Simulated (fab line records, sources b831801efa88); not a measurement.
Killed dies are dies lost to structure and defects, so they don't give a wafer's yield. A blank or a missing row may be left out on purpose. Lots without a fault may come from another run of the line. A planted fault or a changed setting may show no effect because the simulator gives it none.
A struck lot beside a sound one | flow sky130 | 15 steps out of a route of 708
Sound: wafers L756.1, L756.2, L756.4. Struck: wafers L772.1, L772.3, L772.4. The cause comes at the end.
At each step with rows: each side's tool, then ch and its chambers, then its first start. Under that, the readings that differ: sound wafers | struck wafers | difference of the means | sigmas: that difference in standard deviations of wafers without a fault.
alike: readings whose means differ by less than 2 such deviations, and words and numbers that are the same on both sides. not compared: withheld readings, readings that some wafer has no value for, bounds like >300 that may hide the same value, and numbers for which the record gives no deviation and whose values overlap.
The two part at a step that has a row with sigmas, a row that says differs or no value, or rows on one side only. Numbers that don't overlap but have no deviation are shown without sigmas and don't part them. A reading that every wafer of one side lacks parts them only if that side has two wafers or more.

SKY_VIA3_STRIP_16: strips in O2/N2.
  sound on plasma_asher-01 ch 0,1, day 39 19:37; struck on plasma_asher-03 ch 0,1, day 44 08:32
  alike: drypump_motor_current_A, oes_product_au, strip_time_to_endpoint_s
  not compared: rf_hours_counter_h
then, 3 steps without rows for these wafers: SKY_VIA3_STRIP_17 (strips in post etch residue remover, time 1200 s); SKY_VIA3_CLEAN_18 (cleans in IPA, time 180 s); SKY_VIA3_CLEAN_19 (cleans in O3/DIW).
SKY_VIA3_SPUTTER_20: material TiN, target thk 20 nm, time 80 s.
  sound on pvd_sputter-04, day 39 20:20; struck on pvd_sputter-03, day 44 09:08
  alike: throttle_valve_pct
SKY_VIA3_CVD_21: deposits W, target thk 390 nm, time 117.31 s.
  sound on cvd_w-02 ch 0,1, day 39 20:23; struck on cvd_w-02 ch 0,1, day 44 09:12
  alike: heater_power_w
SKY_VIA3_RS_MEAS_22: measures by four-point-probe.
  sound on film_metro-01, day 39 20:31; struck on film_metro-01, day 44 09:19
  alike: VIA3_W_RS
SKY_VIA3_THK_MEAS_23: measures by xrf.
  sound on film_metro-01, day 39 20:38; struck on film_metro-01, day 44 09:26
  alike: VIA3_W_THK
then, 1 step without rows for these wafers: SKY_VIA3_CMP_24 (polishes, stops on SiO2, t overpolish 20 s, target thk 0 nm).
SKY_METAL4_SPUTTER_00: material Ti, target thk 15 nm, time 10 s.
  sound on pvd_sputter-01, day 39 20:59; struck on pvd_sputter-03, day 44 09:49
  alike: throttle_valve_pct
then, 1 step without rows for these wafers: SKY_METAL4_SPUTTER_01 (material TiN, target thk 20 nm, time 16.32 s).
SKY_METAL4_SPUTTER_02: material AlCu, target thk 735 nm, time 39.1 s.
  sound on pvd_sputter-01, day 39 21:02; struck on pvd_sputter-03, day 44 09:52
  alike: throttle_valve_pct
SKY_METAL4_SPUTTER_03: material Ti, target thk 5 nm, time 3.3 s.
  sound on pvd_sputter-01, day 39 21:05; struck on pvd_sputter-03, day 44 09:54
  reading                                   | sound            | struck            | difference | sigmas
  model.Ti_of_METAL4_SPUTTER_03.thk_nm (nm) | 4.977 5.136 5.26 | 6.816 6.566 6.626 | +1.545     |
  alike: throttle_valve_pct
then, 2 steps without rows for these wafers: SKY_METAL4_SPUTTER_04 (material TiN, target thk 70 nm, time 58.3 s); SKY_PAD_OPEN_PROBE_99.

WHERE THEY PART
Nowhere in this record.

WHY: what the simulator had put in
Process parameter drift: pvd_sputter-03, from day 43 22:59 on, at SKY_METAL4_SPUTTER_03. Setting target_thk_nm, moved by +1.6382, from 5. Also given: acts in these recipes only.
